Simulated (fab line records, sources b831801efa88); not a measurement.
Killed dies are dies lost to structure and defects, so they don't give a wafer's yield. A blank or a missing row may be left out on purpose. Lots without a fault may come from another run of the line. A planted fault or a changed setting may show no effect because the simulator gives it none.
Problem report in the 8D (eight disciplines) form, filled by code | flow gf180mcu | the parts of the form that need people (team, actions taken, sign-off) are left out

1. THE PROBLEM
MIM_CVD_05_THK at GF_MIM_THK_MEAS_06 reads a mean of 45.5 nm on 5 wafers of 2 lots; wafers without a fault read 41.8 nm with a standard deviation of 0.55. That is +6.7 standard deviations from the usual mean.
First seen on wafer L814.1, day 27 11:44, on film_metro-03. The record holds 36 wafers of 12 lots with a number at this step. Rule for "out", or "out of limits": more than 4 standard deviations from the usual mean. The other wafers with a number count as sound.

2. WHAT IT IS AND WHAT IT IS NOT
question                    | is                                     | is not
which readings at this step | MIM_CVD_05_THK                         | -
which lots                  | L814, L815                             | L805, L808, L809, L810, L811, L824, L825, L826, L827, L828
which wafers of those lots  | L814.1, L814.2, L814.4, L815.1, L815.4 | L815.3
read on which gauges        | film_metro-01, film_metro-03           | film_metro-02
when                        | from day 27 11:44                      | up to then (15 sound wafers); but 16 sound wafers of L815, L824, L825, L826, L827, L828 came after

3. SUSPECTS, AND WHAT RULES EACH OUT
Counting: a tool at a process step up to the reading stays a suspect if it ran every lot that is out. Sound lots after the first of them don't rule it out here, since some wafers of a struck lot are sound.
- the gauge at GF_MIM_THK_MEAS_06: ruled out. The wafers that are out were read on 2 gauges (film_metro-01, film_metro-03).
- pvd_sputter-03 at GF_M4_SPUTTER_03 (material Ti, target thk 10 nm, time 6.7 s): kept. It ran every lot that is out, first L814 (day 25 14:27); its last sound lot up to then is L809 (day 23 19:32).
- rie_diel-03 at GF_V4_ETCH_16 (etches BARC in N2/H2): kept. It ran every lot that is out, first L814 (day 27 10:06); its last sound lot up to then is L808 (day 25 08:46).
- pecvd-03 at GF_MIM_CVD_05 (deposits Si3N4, target thk 42 nm, time 29.086 s): kept. It ran every lot that is out, first L814 (day 27 11:42); its last sound lot up to then is L809 (day 25 17:52).
Left after counting: pvd_sputter-03 at GF_M4_SPUTTER_03, rie_diel-03 at GF_V4_ETCH_16, pecvd-03 at GF_MIM_CVD_05.

4. THE CAUSE (what the simulator had put in)
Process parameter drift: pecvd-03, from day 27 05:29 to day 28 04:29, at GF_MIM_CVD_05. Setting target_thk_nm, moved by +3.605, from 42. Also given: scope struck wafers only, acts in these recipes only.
Counting left 3 suspects, and this tool is among them.

5. THE CHAIN OF EFFECTS, in route order
Each row: a reading whose mean over the struck wafers that have a number lies more than 3 standard deviations from the usual. Only readings for which the record gives a usual standard deviation are gone through. hours: the time from each lot's start at the first step in this table that gives one to its start at this step, as a median over the lots. sigmas: the change in usual standard deviations.
hours | step               | reading        | usual   | on struck wafers | change | sigmas
0     | GF_MIM_THK_MEAS_06 | MIM_CVD_05_THK | 41.8 nm | 45.5             | +3.7   | +6.7

6. WHAT WOULD HAVE CAUGHT IT SOONER
In this record the first reading out of limits at a measuring or inspecting step was taken at day 27 11:44, 6 hours after the fault began at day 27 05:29.
Of the tool readings at GF_MIM_CVD_05 for which the record gives a usual standard deviation, none was out on any struck wafer, so an alarm limit of 4 standard deviations on them would not have fired.
Of the lots that are out (2), L815 began GF_MIM_CVD_05 on pecvd-03 after day 27 11:44. A hold on the tool at that time would have spared it.
